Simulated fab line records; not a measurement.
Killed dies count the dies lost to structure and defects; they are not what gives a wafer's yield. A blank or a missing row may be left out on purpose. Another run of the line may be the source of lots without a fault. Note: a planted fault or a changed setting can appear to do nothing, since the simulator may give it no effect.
Which tool did it? | flow gf180mcu | 12 lots with 36 wafers sampled at 2 steps, on a route of 602 steps

== WHAT THE GAUGES SHOWED, per wafer ==
GF_V4_CD_MEAS_14: target cd 260 nm.
lot  | measured     | on        | cd_nm (nm)
L075 | day 24 07:10 | cd_sem-01 | 262.1 261.1 261.0
L077 | day 25 05:34 | cd_sem-01 | 260.2 259.5 257.9
L080 | day 26 07:38 | cd_sem-01 | 260.8 260.2 260.6
L081 | day 27 00:41 | cd_sem-01 | 257.7 259.8 259.4
L083 | day 28 00:46 | cd_sem-02 | 259.8 260.0 260.7
L084 | day 28 08:34 | cd_sem-02 | 261.7 262.0 262.5
L087 | day 28 20:04 | cd_sem-02 | 258.9 258.2 258.6
L089 | day 29 08:04 | cd_sem-02 | 259.5 261.3 258.8
L092 | day 29 21:58 | cd_sem-02 | 260.0 259.9 259.8
L093 | day 30 07:27 | cd_sem-02 | 258.4 259.4 259.1
L095 | day 31 01:52 | cd_sem-01 | 258.6 259.8 258.7
L097 | day 31 12:51 | cd_sem-02 | 259.5 257.2 258.6

== WHAT TOOL EACH LOT RAN ON (gives the tool, then ch and the chambers of the sampled wafers, and finally the start) ==
lot  | GF_M3_METAL_ETCH_16
L075 | rie_metal-02 ch 0,1, day 21 05:26
L077 | rie_metal-01 ch 0,1, day 22 04:52
L080 | rie_metal-01 ch 0,1, day 23 10:26
L081 | rie_metal-01 ch 0, day 24 04:17
L083 | rie_metal-01 ch 0,1, day 25 06:50
L084 | rie_metal-02 ch 0,1, day 25 15:26
L087 | rie_metal-04 ch 0,1, day 26 04:15
L089 | rie_metal-01 ch 0,1, day 26 17:08
L092 | rie_metal-04 ch 0,1, day 27 07:54
L093 | rie_metal-02 ch 0,1, day 27 18:52
L095 | rie_metal-01 ch 0,1, day 28 13:59
L097 | rie_metal-02 ch 0,1, day 29 01:49
- GF_M3_METAL_ETCH_16: etches the open film in Cl2/BCl3, stops on SiO2, target depth 627.5 nm, time 104.6 s.

== THE ANSWER, worked out from the rows above alone ==
Rule: usual is defined by the lots themselves. The widest of any qualifying gaps counts: lots, ordered by their means at a reading, are off when they make up no more than a third of the lots, leave a main group of 4 or more, and stand apart from it by 3 or more times the standard deviation of that group's means. A main group whose means are all the same, to the digits that the tables above print for the reading, isn't used. Also off: a lot with no number at a reading for which 4 or more lots have one. Where the step has rows for the other lots, those lots are counted as sound.
Nothing can be told from this: no lot is off at any reading shown.

== WHAT THE SIMULATOR HAD PUT IN ==
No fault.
